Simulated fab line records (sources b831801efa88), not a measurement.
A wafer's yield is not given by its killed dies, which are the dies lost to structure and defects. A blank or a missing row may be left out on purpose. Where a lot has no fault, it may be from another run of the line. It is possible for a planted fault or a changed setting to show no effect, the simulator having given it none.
fab line records ; flow sky130
record lots=14; wafers=42; last-day=51
route steps=708 shown FIELD_ISO@12 NWELL@34
lots with no fault: from the same line, run without faults
start-h: hours from the record's first day to the start of the lot's first wafer shown ; wait-h: how many hours have passed since the lot's step before this one ; " as in the row above ; L1.1+2: one row covering several wafers at once ; - no value, or no start given ; * or withheld: withheld ; < > ~ a bound
route shown NAME@n: names a module that has steps shown in the file, with the first one's number in the route ; usual: mean/standard deviation of fault-free wafers ; same: alike in all rows ; chamber/n: place in a boat ; sites: per-site readings ; _std_site: the values' standard deviation ; _edge_site: mean of outer sites minus mean of inner sites ; radius-mm: how far each site lies from the wafer's centre ; mask NAME#n: copy n ; behind: tool/chamber where the wafer was last shaped ; hold: cause of the lot's hold/its duration in hours/its outcome ; device: which transistor (n, p or np) failed to switch ; end of line: the same wafers' tests at the end of the route ; a step without rows: its recipe alone ; killed: at the first sort, the dies lost to defects and structure; wafer yield is something else ; map: per-die view of a wafer (x killed, . not killed, _ where there is no die)
set.NAME: the run value of the setting; set.NAME@STEP: its run value at that earlier step ; model.NAME: the simulator's own value behind a step, which no gauge read
a sample of lots followed through the steps of the route, with each step as a table and each wafer as a row
## steps
# step SKY_FIELD_ISO_PEB_11
# recipe peb-temp-c=withheld; peb-time-s=withheld; resist=KrF-thick
# usual chill-plate-temp-C=*; exhaust-pa=45.0/0.93
lot.wafer;tool;chamber;start-h;wait-h;chill-plate-temp-C;exhaust-pa
L481.2;litho-track-02;0;31;-;*;43.3
L481.3;litho-track-02;0;31;-;*;44.4
L481.5;litho-track-02;0;31;-;*;43.6
L483.4;litho-track-01;0;41;-;*;44.3
L483.5;litho-track-01;0;41;-;*;47.1
L483.6;litho-track-01;0;41;-;*;44.5
L484.1;litho-track-02;0;45;-;*;46.5
L484.5;litho-track-02;0;45;-;*;47.0
L484.6;litho-track-02;0;45;-;*;44.9
L485.1;litho-track-04;0;53;-;*;45.4
L485.3;litho-track-04;0;53;-;*;44.9
L485.5;litho-track-04;0;53;-;*;43.7
L486.1;litho-track-02;0;58;-;*;43.8
L486.2;litho-track-02;0;58;-;*;44.1
L486.3;litho-track-02;0;58;-;*;44.9
L487.3;litho-track-04;0;62;-;*;44.3
L487.5;litho-track-04;0;62;-;*;43.8
L487.6;litho-track-04;0;62;-;*;44.5
L488.2;litho-track-01;0;70;-;*;45.3
L488.3;litho-track-01;0;70;-;*;45.5
L488.6;litho-track-01;0;70;-;*;45.1
L490.2;litho-track-04;0;78;-;*;45.9
L490.3;litho-track-04;0;78;-;*;44.7
L490.4;litho-track-04;0;78;-;*;45.7
L491.2;litho-track-01;0;80;-;*;46.3
L491.5;litho-track-01;0;80;-;*;46.8
L491.6;litho-track-01;0;80;-;*;46.4
L492.1;litho-track-04;0;84;-;*;45.1
L492.4;litho-track-04;0;84;-;*;45.9
L492.6;litho-track-04;0;84;-;*;45.2
L496.3;litho-track-04;-;107;-;-;-
L496.4;litho-track-04;-;107;-;-;-
L496.5;litho-track-04;-;107;-;-;-
L497.1;litho-track-04;-;113;-;-;-
L497.2;litho-track-04;-;113;-;-;-
L497.3;litho-track-04;-;113;-;-;-
L503.1;litho-track-04;0;145;-;*;45.9
L503.2;litho-track-04;0;145;-;*;44.0
L503.5;litho-track-04;0;145;-;*;44.8
L504.2;litho-track-02;0;149;-;*;44.5
L504.3;litho-track-02;0;149;-;*;43.7
L504.5;litho-track-02;0;149;-;*;45.2
# step SKY_FIELD_ISO_CD_MEAS_13
# recipe target-cd-nm=150
# usual cd-nm=150.0/1.7
lot.wafer;tool;chamber;start-h;wait-h;cd-nm
L481.2;cd-sem-01;-;32.20;-;152.0
L481.3;cd-sem-01;-;32.20;-;151.8
L481.5;cd-sem-01;-;32.20;-;154.4
L483.4;cd-sem-02;-;41.42;-;148.6
L483.5;cd-sem-02;-;41.42;-;149.2
L483.6;cd-sem-02;-;41.42;-;150.5
L484.1;cd-sem-02;-;45.41;-;148.6
L484.5;cd-sem-02;-;45.41;-;149.5
L484.6;cd-sem-02;-;45.41;-;148.8
L485.1;cd-sem-01;-;53.78;-;151.0
L485.3;cd-sem-01;-;53.78;-;153.2
L485.5;cd-sem-01;-;53.78;-;151.7
L486.1;cd-sem-01;-;59.21;-;150.0
L486.2;cd-sem-01;-;59.21;-;148.8
L486.3;cd-sem-01;-;59.21;-;149.7
L487.3;cd-sem-01;-;62.92;-;148.5
L487.5;cd-sem-01;-;62.92;-;150.5
L487.6;cd-sem-01;-;62.92;-;148.9
L488.2;cd-sem-02;-;71.03;-;149.1
L488.3;cd-sem-02;-;71.03;-;147.4
L488.6;cd-sem-02;-;71.03;-;150.1
L490.2;cd-sem-01;-;78.90;-;150.1
L490.3;cd-sem-01;-;78.90;-;150.0
L490.4;cd-sem-01;-;78.90;-;150.1
L491.2;cd-sem-02;-;80.98;-;152.5
L491.5;cd-sem-02;-;80.98;-;152.9
L491.6;cd-sem-02;-;80.98;-;152.5
L492.1;cd-sem-02;-;84.73;-;148.1
L492.4;cd-sem-02;-;84.73;-;149.7
L492.6;cd-sem-02;-;84.73;-;150.1
L496.3;cd-sem-01;-;108.22;-;-
L496.4;cd-sem-01;-;108.22;-;-
L496.5;cd-sem-01;-;108.22;-;-
L497.1;cd-sem-02;-;113.38;-;-
L497.2;cd-sem-02;-;113.38;-;-
L497.3;cd-sem-02;-;113.38;-;-
L503.1;cd-sem-02;-;146.08;-;150.2
L503.2;cd-sem-02;-;146.08;-;151.0
L503.5;cd-sem-02;-;146.08;-;150.9
L504.2;cd-sem-02;-;150.18;-;150.2
L504.3;cd-sem-02;-;150.18;-;152.0
L504.5;cd-sem-02;-;150.18;-;149.4
# step SKY_NWELL_THK_MEAS_02
# recipe reads=SiO2_of_NWELL_OXIDATION_01
# usual NWELL_OXIDATION_THK=9.98/0.2
lot.wafer;tool;chamber;start-h;wait-h;NWELL_OXIDATION_THK[nm]
L481.2;film-metro-02;-;38.13;0.0;9.69
L481.3;film-metro-02;-;38.13;0.0;9.87
L481.5;film-metro-02;-;38.13;0.0;9.42
L483.4;film-metro-02;-;48.71;0.0;9.97
L483.5;film-metro-02;-;48.71;0.0;10.13
L483.6;film-metro-02;-;48.71;0.0;10.09
L484.1;film-metro-01;-;53.03;0.0;10.00
L484.5;film-metro-01;-;53.03;0.0;9.94
L484.6;film-metro-01;-;53.03;0.0;9.83
L485.1;film-metro-03;-;60.27;0.0;9.80
L485.3;film-metro-03;-;60.27;0.0;9.77
L485.5;film-metro-03;-;60.27;0.0;9.96
L486.1;film-metro-03;-;66.08;0.0;10.18
L486.2;film-metro-03;-;66.08;0.0;10.00
L486.3;film-metro-03;-;66.08;0.0;9.84
L487.3;film-metro-01;-;71.59;0.0;10.17
L487.5;film-metro-01;-;71.59;0.0;10.12
L487.6;film-metro-01;-;71.59;0.0;10.25
L488.2;film-metro-03;-;78.04;0.0;10.05
L488.3;film-metro-03;-;78.04;0.0;10.14
L488.6;film-metro-03;-;78.04;0.0;10.06
L490.2;film-metro-01;-;89.99;0.0;9.66
L490.3;film-metro-01;-;89.99;0.0;9.69
L490.4;film-metro-01;-;89.99;0.0;9.88
L491.2;film-metro-02;-;91.97;0.0;10.04
L491.5;film-metro-02;-;91.97;0.0;10.22
L491.6;film-metro-02;-;91.97;0.0;10.34
L492.1;film-metro-03;-;95.54;0.0;9.55
L492.4;film-metro-03;-;95.54;0.0;9.66
L492.6;film-metro-03;-;95.54;0.0;9.66
L503.1;film-metro-01;-;152.19;0.0;9.96
L503.2;film-metro-01;-;152.19;0.0;9.98
L503.5;film-metro-01;-;152.19;0.0;10.04
L504.2;film-metro-02;-;160.33;0.0;10.37
L504.3;film-metro-02;-;160.33;0.0;10.05
L504.5;film-metro-02;-;160.33;0.0;10.16
# step SKY_NWELL_OVL_MEAS_10
# usual NWELL_00_OVL=0.0/1.3
lot.wafer;tool;chamber;start-h;wait-h;NWELL_00_OVL[nm]
L481.2;overlay-01;-;85.38;-;-1.6
L481.3;overlay-01;-;85.38;-;-0.4
L481.5;overlay-01;-;85.38;-;-1.3
L483.4;overlay-02;-;98.81;-;0.2
L483.5;overlay-02;-;98.81;-;-0.8
L483.6;overlay-02;-;98.81;-;0.1
L484.1;overlay-02;-;102.03;-;2.1
L484.5;overlay-02;-;102.03;-;-0.9
L484.6;overlay-02;-;102.03;-;-0.4
L485.1;overlay-01;-;109.81;-;0.1
L485.3;overlay-01;-;109.81;-;-0.7
L485.5;overlay-01;-;109.81;-;-0.5
L486.1;overlay-01;-;118.18;-;1.9
L486.2;overlay-01;-;118.18;-;-1.2
L486.3;overlay-01;-;118.18;-;0.9
L487.3;overlay-02;-;123.62;-;2.5
L487.5;overlay-02;-;123.62;-;1.7
L487.6;overlay-02;-;123.62;-;1.0
L488.2;overlay-02;-;130.14;-;2.6
L488.3;overlay-02;-;130.14;-;1.2
L488.6;overlay-02;-;130.14;-;0.0
L490.2;overlay-02;-;144.71;-;2.4
L490.3;overlay-02;-;144.71;-;0.9
L490.4;overlay-02;-;144.71;-;2.1
L491.2;overlay-01;-;146.59;-;2.1
L491.5;overlay-01;-;146.59;-;-0.5
L491.6;overlay-01;-;146.59;-;1.1
L492.1;overlay-01;-;150.86;-;0.3
L492.4;overlay-01;-;150.86;-;0.7
L492.6;overlay-01;-;150.86;-;-1.2
L503.1;overlay-01;-;213.26;-;-0.6
L503.2;overlay-01;-;213.26;-;0.6
L503.5;overlay-01;-;213.26;-;-0.8
L504.2;overlay-02;-;221.58;-;-1.3
L504.3;overlay-02;-;221.58;-;-1.7
L504.5;overlay-02;-;221.58;-;-1.9
## key
first-sign step=SKY_FIELD_ISO_PEB_11; reading=tool-record; direction=missing
effect none on later readings
met-at SKY_FIELD_ISO_PEB_11
struck-lots L496,L497
later-rows-left-out L496.3,L496.4,L496.5,L497.1,L497.2,L497.3
sort-left-out L496.3,L496.4,L496.5,L497.1,L497.2,L497.3
tester-left-out L496,L497
not-acting-at SKY_FIELD_ISO_CD_MEAS_13,SKY_NWELL_THK_MEAS_02,SKY_NWELL_OVL_MEAS_10
onset-between 84 107
fault kind=skipped-step-whole; tool=litho-track-04; chamber=-; onset-h=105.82; steps=SKY_FIELD_ISO_PEB_11; scope=struck-lots-only
# tester-left-out: of these lots the tester's yield and bins aren't shown, on N5 and GAA mostly nor the transistor test; their killed dies are dies lost to structure and defects alone, not to doping, threshold or leakage, so they don't give the yield
# sort-left-out: the simulated sort isn't trusted on such a fault, so these wafers' sort isn't shown, and their yield isn't known
# later-rows-left-out: the simulator's readings of these wafers behind a module that went badly wrong aren't trusted and aren't shown, but for the sort
